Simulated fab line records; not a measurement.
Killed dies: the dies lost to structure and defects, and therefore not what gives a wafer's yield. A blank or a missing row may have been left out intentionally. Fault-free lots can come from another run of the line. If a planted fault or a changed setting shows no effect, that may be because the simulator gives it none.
Chamber matching :: flow sky130 :: 4 sister chambers for SKY_VIA3_CMP_02 on cmp-01
The step polishes SiO2. 14 wafers are shown with their chamber, then 7 later ones without.

== WAFERS PAIRED WITH THEIR CHAMBERS ==
wafer: L188.3
chamber: 3
motor-current-A (A): 11.4

wafer: L188.4
chamber: 0
motor-current-A (A): 13.7

wafer: L188.5
chamber: 2
motor-current-A (A): 13.3

wafer: L189.4
chamber: 1
motor-current-A (A): 13.9

wafer: L189.5
chamber: 2
motor-current-A (A): 13.6

wafer: L189.6
chamber: 3
motor-current-A (A): 11.7

wafer: L191.4
chamber: 2
motor-current-A (A): 12.4

wafer: L191.5
chamber: 1
motor-current-A (A): 14.9

wafer: L191.6
chamber: 0
motor-current-A (A): 14.9

wafer: L196.2
chamber: 0
motor-current-A (A): 14.1

wafer: L196.4
chamber: 2
motor-current-A (A): 13.3

wafer: L196.6
chamber: 1
motor-current-A (A): 13.5

wafer: L197.1
chamber: 3
motor-current-A (A): 11.3

wafer: L197.2
chamber: 0
motor-current-A (A): 14.1

SIGNATURES (means of the wafers above)
reading: motor-current-A
chamber 0: 14.200
chamber 1: 14.100
chamber 2: 13.150
chamber 3: 11.467
scatter within a chamber: 0.519
Rule: for a wafer and a chamber, the distance is found by dividing, reading by reading, the gap between the wafer's reading and the chamber's mean by the reading's scatter, squaring, summing and taking the root. The wafer belongs to the nearest chamber; if the next one is less than 2 further off, it can't be placed. The scatter: take each reading less its chamber's mean, square it, sum over the shown wafers, divide by the number of wafers less the number of chambers, and take the root.

== WAFERS WHOSE CHAMBER IS MISSING ==
wafer: L197.3
motor-current-A (A): 13.9

wafer: L198.2
motor-current-A (A): 11.9

wafer: L198.3
motor-current-A (A): 14.5

wafer: L198.4
motor-current-A (A): 13.3

wafer: L209.1
motor-current-A (A): 12.0

wafer: L209.5
motor-current-A (A): 13.6

wafer: L209.6
motor-current-A (A): 11.7

== WHICH CHAMBER EACH ONE RAN IN ==
wafer: L197.3
from the rows above: can't be placed: 1 or 0 or 2
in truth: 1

wafer: L198.2
from the rows above: can't be placed: 3 or 2
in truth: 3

wafer: L198.3
from the rows above: can't be placed: 0 or 1
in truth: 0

wafer: L198.4
from the rows above: can't be placed: 2 or 1 or 0
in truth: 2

wafer: L209.1
from the rows above: can't be placed: 3 or 2
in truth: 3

wafer: L209.5
from the rows above: can't be placed: 2 or 1 or 0
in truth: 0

wafer: L209.6
from the rows above: 3
in truth: 3
Placed correctly: 1 of 7. Cannot be placed on the basis of these rows: 6; the candidates contain the true chamber in 6. Wrongly placed: 0.
